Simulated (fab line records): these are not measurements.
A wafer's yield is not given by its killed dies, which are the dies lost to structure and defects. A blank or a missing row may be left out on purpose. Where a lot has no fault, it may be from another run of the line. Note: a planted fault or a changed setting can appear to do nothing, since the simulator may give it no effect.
Chamber matching    flow gf180mcu    GF_V2_ETCH_16 on rieDiel-02 has 4 sister chambers
The step etches BARC in N2/H2. 8 wafers are shown with their chamber, then 7 later ones without.

== WAFERS, EACH WITH ITS CHAMBER ==
wafer   chamber  throttleValvePct (%)  oesProductAu (a.u.)
L380.5  3        13.216                0.855
L381.4  1        13.229                0.848
L390.2  0        13.228                0.856
L397.3  3        13.228                0.861
L397.4  1        13.240                0.861
L397.6  2        13.222                0.855
L398.3  2        13.227                0.847
L398.4  0        13.226                0.848

== WAFERS WHOSE CHAMBER IS MISSING ==
wafer   throttleValvePct (%)  oesProductAu (a.u.)
L398.5  13.232                0.861
L400.2  13.219                0.850
L400.3  13.230                0.854
L400.5  13.236                0.854
L402.1  13.222                0.855
L402.3  13.215                0.852
L402.4  13.246                0.858

== WHICH CHAMBER EACH ONE RAN IN ==
wafer   from the rows above                in truth
L398.5  can't be placed: 1 or 0 or 3 or 2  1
L400.2  can't be placed: 2 or 3 or 0 or 1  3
L400.3  can't be placed: 0 or 1 or 2 or 3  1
L400.5  can't be placed: 1 or 0 or 2       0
L402.1  can't be placed: 3 or 2 or 0 or 1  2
L402.3  can't be placed: 3 or 2 or 0 or 1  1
L402.4  can't be placed: 1 or 0 or 2 or 3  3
Correct placement for 0 of the 7. Can't be placed from these rows: 7 (the true chamber is among the candidates in 7). Wrongly placed: 0.
How it was worked out, from the rows above alone: a wafer's distance from a chamber is the root of the sum, over the readings, of the square of ((its reading less the chamber's mean) divided by the reading's scatter). The wafer belongs to the nearest chamber; if the next one is less than 2 further off, it can't be placed. For every chamber, the mean is computed from those of its wafers that are shown. How the scatter is found: for the shown wafers, subtract from each reading the mean of its chamber, square and add these, divide the total by (wafers less chambers), then take the root.
